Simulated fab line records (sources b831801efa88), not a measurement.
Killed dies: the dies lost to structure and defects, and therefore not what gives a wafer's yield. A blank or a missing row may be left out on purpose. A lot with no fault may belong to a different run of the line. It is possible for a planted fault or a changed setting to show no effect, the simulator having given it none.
Check of tool commonality || flow gf180mcu || Sample size 13 lots and 39 wafers

## REASON FOR OPENING
1 of 13 lots carry a flag on the reading NWELL_TW at GF_NWELL_TW_MEAS_11. Wafers without a fault read 1558, standard deviation 10.
Rule: a lot is flagged in two cases, either no wafer of it has a number, or all its wafers with numbers fall more than 4 standard deviations from that mean. As for the other lots, they are considered sound.

{"lot": "L874", "measured": "day 3 19:10", "on": "filmMetro-04", "NWELL_TW, wafer by wafer": "1553 1555 1564", "flag": ""}
{"lot": "L875", "measured": "day 3 22:52", "on": "filmMetro-04", "NWELL_TW, wafer by wafer": "1560 1559 1565", "flag": ""}
{"lot": "L876", "measured": "day 4 04:58", "on": "filmMetro-03", "NWELL_TW, wafer by wafer": "1553 1545 1551", "flag": ""}
{"lot": "L880", "measured": "day 5 02:57", "on": "filmMetro-01", "NWELL_TW, wafer by wafer": "30 30 30", "flag": "FLAGGED"}
{"lot": "L884", "measured": "day 6 02:10", "on": "filmMetro-03", "NWELL_TW, wafer by wafer": "1551 1562 1545", "flag": ""}
{"lot": "L885", "measured": "day 6 05:13", "on": "filmMetro-03", "NWELL_TW, wafer by wafer": "1549 1556 1559", "flag": ""}
{"lot": "L887", "measured": "day 6 18:16", "on": "filmMetro-01", "NWELL_TW, wafer by wafer": "1582 1582 1582", "flag": ""}
{"lot": "L890", "measured": "day 7 09:26", "on": "filmMetro-03", "NWELL_TW, wafer by wafer": "1550 1557 1549", "flag": ""}
{"lot": "L891", "measured": "day 7 16:10", "on": "filmMetro-01", "NWELL_TW, wafer by wafer": "1572 1579 1579", "flag": ""}
{"lot": "L892", "measured": "day 7 23:55", "on": "filmMetro-04", "NWELL_TW, wafer by wafer": "1547 1551 1546", "flag": ""}
{"lot": "L893", "measured": "day 8 04:11", "on": "filmMetro-04", "NWELL_TW, wafer by wafer": "1554 1552 1547", "flag": ""}
{"lot": "L894", "measured": "day 8 08:55", "on": "filmMetro-04", "NWELL_TW, wafer by wafer": "1552 1547 1557", "flag": ""}
{"lot": "L895", "measured": "day 8 13:07", "on": "filmMetro-04", "NWELL_TW, wafer by wafer": "1553 1547 1552", "flag": ""}
Flagged lots average 30: -1528 relative to the usual, that is -99 or more standard deviations.

## LOT BY LOT: THE TOOL USED
The record holds 1 process step before the reading, out of a route of 602 steps. Cell contents, in order: the tool; ch with the chambers the sampled wafers went through; the start.
{"lot": "L874", "flag": "", "GF_NWELL_EXPOSE_04": "ilineStepper-02 ch 0, day 3 12:15"}
{"lot": "L875", "flag": "", "GF_NWELL_EXPOSE_04": "ilineStepper-01 ch 0, day 3 16:37"}
{"lot": "L876", "flag": "", "GF_NWELL_EXPOSE_04": "ilineStepper-02 ch 0, day 3 22:18"}
{"lot": "L880", "flag": "FLAGGED", "GF_NWELL_EXPOSE_04": "ilineStepper-02 ch 0, day 4 19:26"}
{"lot": "L884", "flag": "", "GF_NWELL_EXPOSE_04": "ilineStepper-02 ch 0, day 5 18:45"}
{"lot": "L885", "flag": "", "GF_NWELL_EXPOSE_04": "ilineStepper-02 ch 0, day 5 21:26"}
{"lot": "L887", "flag": "", "GF_NWELL_EXPOSE_04": "ilineStepper-01 ch 0, day 6 10:45"}
{"lot": "L890", "flag": "", "GF_NWELL_EXPOSE_04": "ilineStepper-02 ch 0, day 7 01:29"}
{"lot": "L891", "flag": "", "GF_NWELL_EXPOSE_04": "ilineStepper-02 ch 0, day 7 08:20"}
{"lot": "L892", "flag": "", "GF_NWELL_EXPOSE_04": "ilineStepper-01 ch 0, day 7 15:28"}
{"lot": "L893", "flag": "", "GF_NWELL_EXPOSE_04": "ilineStepper-01 ch 0, day 7 19:53"}
{"lot": "L894", "flag": "", "GF_NWELL_EXPOSE_04": "ilineStepper-02 ch 0, day 8 00:20"}
{"lot": "L895", "flag": "", "GF_NWELL_EXPOSE_04": "ilineStepper-02 ch 0, day 8 04:22"}
What the steps here do:
- GF_NWELL_EXPOSE_04: exposes mask Nwell, target cd 860 nm.
- GF_NWELL_TW_MEAS_11

## FLAGGED AGAINST TOTAL, ONE TOOL AT A TIME (gauges that did the reading follow at the end)
{"step": "GF_NWELL_EXPOSE_04", "tool": "ilineStepper-01", "lots run": 4, "flagged": 0, "share of the flagged lots": "none", "sound lots run after its first flagged lot": "-"}
{"step": "GF_NWELL_EXPOSE_04", "tool": "ilineStepper-02", "lots run": 9, "flagged": 1, "share of the flagged lots": "all", "sound lots run after its first flagged lot": "6 (L884,L885,L890,L891,L894,L895)"}
{"step": "GF_NWELL_TW_MEAS_11", "tool": "filmMetro-01", "lots run": 3, "flagged": 1, "share of the flagged lots": "all", "sound lots run after its first flagged lot": "2 (L887,L891)"}
{"step": "GF_NWELL_TW_MEAS_11", "tool": "filmMetro-03", "lots run": 4, "flagged": 0, "share of the flagged lots": "none", "sound lots run after its first flagged lot": "-"}
{"step": "GF_NWELL_TW_MEAS_11", "tool": "filmMetro-04", "lots run": 6, "flagged": 0, "share of the flagged lots": "none", "sound lots run after its first flagged lot": "-"}

## WHAT THE TABLE PERMITS
Table rows that saw every flagged lot: 2, namely ilineStepper-02 at GF_NWELL_EXPOSE_04 and filmMetro-01 at GF_NWELL_TW_MEAS_11.
- ilineStepper-02 at GF_NWELL_EXPOSE_04 ran 9 lots, 1 of them flagged. After the first flagged lot (L884, L885, L890, L891, L894, L895), sound lots still ran on it; a lasting fault on the whole tool would not permit that.
- filmMetro-01 at GF_NWELL_TW_MEAS_11 ran 3 lots, 1 of them flagged. After the first flagged lot (L887, L891), sound lots still ran on it; a lasting fault on the whole tool would not permit that.
Not one row of the table ran every flagged lot while running no sound lot after the first.

## WHAT THE SIMULATOR HAD INSERTED
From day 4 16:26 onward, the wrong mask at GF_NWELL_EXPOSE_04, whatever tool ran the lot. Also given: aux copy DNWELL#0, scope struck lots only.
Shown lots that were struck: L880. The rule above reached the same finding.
